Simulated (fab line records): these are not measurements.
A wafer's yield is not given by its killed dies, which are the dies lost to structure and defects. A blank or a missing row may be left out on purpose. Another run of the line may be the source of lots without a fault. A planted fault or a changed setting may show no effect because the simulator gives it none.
Chamber matching -- flow sky130 -- 4 sister chambers for SKY_VIA2_CMP_24 on cmp-01
The step polishes, stops on SiO2, t overpolish 20 s, target thk 0 nm. 4 wafers are shown with their chamber, then 12 later ones without.

## WAFERS WITH THEIR CHAMBER
wafer,chamber,motor-current-A (A)
L091.6,1,9.6
L091.1,2,9.4
L091.2,3,9.4
L091.5,0,11.2

## WAFERS WHOSE CHAMBER IS MISSING
wafer,motor-current-A (A)
L092.1,9.9
L092.4,9.6
L092.6,10.3
L095.4,10.4
L095.5,11.6
L095.6,9.9
L096.3,11.0
L096.4,9.2
L096.6,11.7
L097.2,10.3
L097.3,9.5
L097.5,9.6

## CHAMBER TAKEN BY EACH
wafer,from the rows above,in truth
L092.1,can't be placed: 1 or 2 or 3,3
L092.4,can't be placed: 1 or 2 or 3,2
L092.6,can't be placed: 1 or 0 or 2 or 3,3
L095.4,can't be placed: 0 or 1 or 2 or 3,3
L095.5,0,0
L095.6,can't be placed: 1 or 2 or 3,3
L096.3,0,0
L096.4,can't be placed: 2 or 3 or 1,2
L096.6,0,0
L097.2,can't be placed: 1 or 0 or 2 or 3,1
L097.3,can't be placed: 1 or 2 or 3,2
L097.5,can't be placed: 1 or 2 or 3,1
Correctly placed: 3 of 12. These rows do not allow placing 9 (true chamber among the candidates in 9). Number placed wrongly: 0.
How it was worked out, from the rows above alone: a wafer's distance from a chamber is the root of the sum, over the readings, of the square of ((its reading less the chamber's mean) divided by the reading's scatter). The wafer belongs to the nearest chamber; if the next one is less than 2 further off, it can't be placed. A chamber's mean is the mean of its shown wafers. The scatter: root of mean squared gap, hidden wafer to nearest shown wafer, with one shown wafer a chamber.
